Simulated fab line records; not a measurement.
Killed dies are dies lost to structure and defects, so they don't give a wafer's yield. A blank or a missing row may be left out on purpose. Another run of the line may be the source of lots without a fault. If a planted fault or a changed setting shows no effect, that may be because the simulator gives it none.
A lot that was struck, set against a sound lot || flow gf180mcu || 14 steps out of a route of 602
Sound: wafers L230.2, L230.3, L230.6. Struck: wafers L222.4, L222.5. (L222.6 of the same lot was not struck and is left out.) The cause comes at the end.
For every step that has rows: the tool of each side, followed by ch and its chambers, followed by its first start. Under that, the readings that differ: sound wafers || struck wafers || difference of the means || sigmas: that difference in standard deviations of wafers without a fault.
alike: readings with means less than 2 such deviations apart, plus words and numbers identical on both sides. not compared: withheld readings, readings lacking a value on some wafer, bounds such as >300 that could conceal the same value, and numbers that have no deviation in the record and whose values overlap.
Wherever a step has rows on one side only, a row that says differs or no value, or a row with sigmas, the two part there. Non-overlapping numbers with no deviation appear without sigmas and do not part them. A reading missing from all wafers of one side parts the sides only when that side holds two or more wafers.

GF_V5_CD_MEAS_14: target cd 260 nm.
  sound: cd_sem-02 at day 31 08:22; struck: cd_sem-01 at day 28 21:19
  alike: cd_nm
GF_V5_OVL_MEAS_15:
  sound: overlay-02 at day 31 08:28; struck: overlay-02 at day 28 21:23
  alike: V5_OVL
GF_V5_ETCH_16: etches BARC in N2/H2.
  sound on rie_diel-03 ch 0,1, day 31 08:30; struck on rie_diel-03 ch 0,2, day 28 21:24
  alike: drypump_motor_current_A, oes_product_au, throttle_valve_pct
then, 1 step without rows for these wafers: GF_V5_ETCH_17 (etches SiO2 in C4F8/O2/Ar, stops on TiN, target depth 855 nm).
GF_V5_STRIP_18: strips in O2/N2.
  sound on plasma_asher-03 ch 1, day 31 08:40; struck on plasma_asher-04 ch 0, day 28 21:35
  alike: drypump_motor_current_A, heater_power_w, oes_product_au
  not compared: rf_hours_counter_h
then, 2 steps without rows for these wafers: GF_V5_STRIP_19 (strips in post etch residue remover, time 1200 s); GF_V5_CLEAN_20 (cleans in DIW).
GF_V5_SPUTTER_21: material Ti, target thk 15 nm, time 80.02 s.
  sound: pvd_sputter-01 at day 31 09:13; struck: pvd_sputter-01 at day 28 22:05
  alike: throttle_valve_pct
then, 1 step without rows for these wafers: GF_V5_SPUTTER_22 (material TiN, target thk 10 nm, time 40 s).
GF_V5_CVD_23: deposits W, target thk 350 nm, time 104.9 s.
  sound on cvd_w-02 ch 0,1, day 31 09:19; struck on cvd_w-01 ch 0,1, day 28 22:14
  alike: heater_power_outer_w, heater_power_w
GF_V5_RS_MEAS_24: uses a four-point probe to measure.
  sound: film_metro-01 at day 31 09:27; struck: film_metro-02 at day 28 22:22
  alike: V5_W_RS
GF_V5_THK_MEAS_25: measures by xrf.
  sound: film_metro-01 at day 31 09:34; struck: film_metro-02 at day 28 22:27
  alike: V5_W_THK
GF_V5_CMP_26: polishes, stops on SiO2, t overpolish 15 s, target thk 0 nm.
  sound on cmp-02 ch 0,1,2, day 31 09:37; struck on cmp-01 ch 2, day 28 22:29
{"reading": "overpolish_run_s (s)", "sound": "14.985 15.005 15.002", "struck": "0.041 0.043", "difference": -14.955, "sigmas": "-99 or more"}
{"reading": "time_to_endpoint_s (s)", "sound": "90 89 83", "struck": "131 130", "difference": "+43", "sigmas": "+11"}
  alike: head_pressure_psi, motor_current_A, platen_rpm
GF_TOP_METAL_SPUTTER_00: material Ti, target thk 37.5 nm, time 150 s.
  sound wafers here have rows in the record (pvd_sputter-04, day 31 09:55); struck ones have none

== WHERE THEY PART ==
Last at GF_TOP_METAL_SPUTTER_00 as far as this record goes, first at GF_V5_CMP_26.

WHY: what the simulator had put in
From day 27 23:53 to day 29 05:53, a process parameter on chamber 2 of cmp-01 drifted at GF_V5_CMP_26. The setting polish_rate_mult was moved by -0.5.
